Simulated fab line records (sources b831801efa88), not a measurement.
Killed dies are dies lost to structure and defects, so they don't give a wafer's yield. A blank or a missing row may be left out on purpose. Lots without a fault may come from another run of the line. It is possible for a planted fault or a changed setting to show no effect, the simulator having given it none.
Split-lot trial / flow gf180mcu / on a route of 602 steps: 5 lots, 23 wafers read

## ABOUT THE SPLIT
At GF_HV_LDD_DEVELOP_30 (develop time 60 s), the setting dev_temp_c was moved away from the recipe's 23 C on 7 of the 23 wafers read, by -15.4% to -7.3%. All remaining wafers had this setting at the recipe value.

Split to reading: the file shows no intervening step.

## THE READING
cd_nm, in nm, at GF_HV_LDD_CD_MEAS_31 (target cd 400 nm). Fault-free wafers of this fab line usually give 399.4 nm, standard deviation 2.3 nm.

wafer=L075.1; tool, chamber at the split=litho_track-03, 0; dev_temp_c as run, C=23; against the recipe=recipe; cd_nm, nm=402.1; against lot-mates on the recipe=-
wafer=L075.3; tool, chamber at the split=litho_track-03, 0; dev_temp_c as run, C=23; against the recipe=recipe; cd_nm, nm=401.5; against lot-mates on the recipe=-
wafer=L075.4; tool, chamber at the split=litho_track-03, 0; dev_temp_c as run, C=21.33; against the recipe=-7.3%; cd_nm, nm=407.7; against lot-mates on the recipe=+5.8
wafer=L075.5; tool, chamber at the split=litho_track-03, 0; dev_temp_c as run, C=23; against the recipe=recipe; cd_nm, nm=402.0; against lot-mates on the recipe=-
wafer=L075.6; tool, chamber at the split=litho_track-03, 0; dev_temp_c as run, C=21.33; against the recipe=-7.3%; cd_nm, nm=409.1; against lot-mates on the recipe=+7.2
wafer=L076.1; tool, chamber at the split=litho_track-03, 0; dev_temp_c as run, C=23; against the recipe=recipe; cd_nm, nm=401.1; against lot-mates on the recipe=-
wafer=L076.3; tool, chamber at the split=litho_track-03, 0; dev_temp_c as run, C=23; against the recipe=recipe; cd_nm, nm=401.3; against lot-mates on the recipe=-
wafer=L076.4; tool, chamber at the split=litho_track-03, 0; dev_temp_c as run, C=23; against the recipe=recipe; cd_nm, nm=400.3; against lot-mates on the recipe=-
wafer=L076.5; tool, chamber at the split=litho_track-03, 0; dev_temp_c as run, C=23; against the recipe=recipe; cd_nm, nm=401.8; against lot-mates on the recipe=-
wafer=L076.6; tool, chamber at the split=litho_track-03, 0; dev_temp_c as run, C=23; against the recipe=recipe; cd_nm, nm=401.4; against lot-mates on the recipe=-
wafer=L079.2; tool, chamber at the split=litho_track-04, 0; dev_temp_c as run, C=23; against the recipe=recipe; cd_nm, nm=397.5; against lot-mates on the recipe=-
wafer=L079.5; tool, chamber at the split=litho_track-04, 0; dev_temp_c as run, C=23; against the recipe=recipe; cd_nm, nm=393.0; against lot-mates on the recipe=-
wafer=L079.6; tool, chamber at the split=litho_track-04, 0; dev_temp_c as run, C=23; against the recipe=recipe; cd_nm, nm=396.5; against lot-mates on the recipe=-
wafer=L082.1; tool, chamber at the split=litho_track-03, 0; dev_temp_c as run, C=19.45; against the recipe=-15.4%; cd_nm, nm=412.3; against lot-mates on the recipe=+13.3
wafer=L082.3; tool, chamber at the split=litho_track-03, 0; dev_temp_c as run, C=19.45; against the recipe=-15.4%; cd_nm, nm=410.2; against lot-mates on the recipe=+11.2
wafer=L082.4; tool, chamber at the split=litho_track-03, 0; dev_temp_c as run, C=23; against the recipe=recipe; cd_nm, nm=400.3; against lot-mates on the recipe=-
wafer=L082.5; tool, chamber at the split=litho_track-03, 0; dev_temp_c as run, C=23; against the recipe=recipe; cd_nm, nm=398.4; against lot-mates on the recipe=-
wafer=L082.6; tool, chamber at the split=litho_track-03, 0; dev_temp_c as run, C=23; against the recipe=recipe; cd_nm, nm=398.2; against lot-mates on the recipe=-
wafer=L084.2; tool, chamber at the split=litho_track-01, 0; dev_temp_c as run, C=19.63; against the recipe=-14.7%; cd_nm, nm=414.1; against lot-mates on the recipe=+14.6
wafer=L084.3; tool, chamber at the split=litho_track-01, 0; dev_temp_c as run, C=23; against the recipe=recipe; cd_nm, nm=400.5; against lot-mates on the recipe=-
wafer=L084.4; tool, chamber at the split=litho_track-01, 0; dev_temp_c as run, C=19.63; against the recipe=-14.7%; cd_nm, nm=412.2; against lot-mates on the recipe=+12.7
wafer=L084.5; tool, chamber at the split=litho_track-01, 0; dev_temp_c as run, C=19.63; against the recipe=-14.7%; cd_nm, nm=411.6; against lot-mates on the recipe=+12.1
wafer=L084.6; tool, chamber at the split=litho_track-01, 0; dev_temp_c as run, C=23; against the recipe=recipe; cd_nm, nm=398.5; against lot-mates on the recipe=-

THE FIT
A straight line over all 23 wafers: cd_nm changes by -0.849 nm for each +1% of dev_temp_c; r = -0.92; the points scatter about the line by 2.4 nm.
The same after taking each lot's own level away (the mean of its wafers on the recipe; 23 wafers): -0.856 nm for each +1%; r = -0.98; scatter 1.1 nm.
Per that fit: largest dev_temp_c move, reading shift of 13 nm.
Across the lots, their own levels run from 395.67 to 401.87 nm, a range of 2.7 times the standard deviation given above.
The two slopes agree, so the slope changes little with the lot-to-lot level.
Check: +13.2 nm against its lot-mates is what the line predicts for one of the wafers moved furthest among these (-15.4%) when that wafer is left out of the fit. Against them it came out at +13.3 nm.

## OTHER SPLITS ON THESE WAFERS
Note: prior to the reading, these wafers also went through further splits. Each is held against what the fit with the lots' levels taken away leaves over:
other split on the same wafers=GF_HV_LDD_COAT_14 resist_thk_nm; wafers away from the commonest value=4; r with cd_nm (lot level and that fit taken away)=-0.24

## THE FILE'S OWN FIT
cd_nm changes by -0.848 nm for each +1% of dev_temp_c, r = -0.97.
